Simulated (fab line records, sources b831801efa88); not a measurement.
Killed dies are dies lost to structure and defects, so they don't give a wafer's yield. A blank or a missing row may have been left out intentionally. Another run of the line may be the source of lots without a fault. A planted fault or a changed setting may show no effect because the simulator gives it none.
Matching of chambers | flow sky130 | SKY_VIA1_CMP_02 on cmp-02: 4 sister chambers
The step polishes SiO2. 8 wafers are shown with their chamber, then 12 later ones without.

## WAFERS, EACH WITH ITS CHAMBER
wafer  | chamber | motor_current_A (A)
L079.2 | 0       | 10.2
L082.4 | 1       | 11.8
L084.4 | 1       | 12.0
L083.4 | 0       | 10.6
L083.5 | 3       | 12.1
L088.3 | 3       | 11.9
L088.4 | 2       | 11.9
L088.6 | 2       | 11.6

## WAFERS WHOSE CHAMBER IS MISSING
wafer  | motor_current_A (A)
L093.1 | 11.9
L093.4 | 11.8
L093.5 | 12.3
L095.2 | 11.2
L095.4 | 11.8
L095.5 | 11.5
L094.1 | 11.0
L094.3 | 12.1
L094.4 | 12.3
L096.1 | 11.6
L096.2 | 12.1
L096.4 | 11.7

## WHICH CHAMBER EACH ONE RAN IN
wafer  | from the rows above               | in truth
L093.1 | can't be placed: 1 or 3 or 2      | 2
L093.4 | can't be placed: 2 or 1 or 3      | 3
L093.5 | can't be placed: 3 or 1 or 2      | 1
L095.2 | can't be placed: 2 or 1 or 0 or 3 | 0
L095.4 | can't be placed: 2 or 1 or 3      | 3
L095.5 | can't be placed: 2 or 1 or 3      | 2
L094.1 | can't be placed: 0 or 2 or 1 or 3 | 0
L094.3 | can't be placed: 3 or 1 or 2      | 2
L094.4 | can't be placed: 3 or 1 or 2      | 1
L096.1 | can't be placed: 2 or 1 or 3      | 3
L096.2 | can't be placed: 3 or 1 or 2      | 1
L096.4 | can't be placed: 2 or 1 or 3      | 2
0 of 12 placed correctly. Can't be placed from these rows: 12 (the true chamber is among the candidates in 12). Placed wrongly: 0.
How it was worked out, from the rows above alone: a wafer's distance from a chamber is the root of the sum, over the readings, of the square of ((its reading less the chamber's mean) divided by the reading's scatter). If the next closest chamber is less than 2 further off than the closest, the wafer can't be placed; otherwise it belongs to the closest. Each chamber's mean is taken over the wafers shown for it. The scatter is the square root of a quotient: the sum, over the shown wafers, of each reading's squared deviation from its chamber's mean, divided by wafers minus chambers.
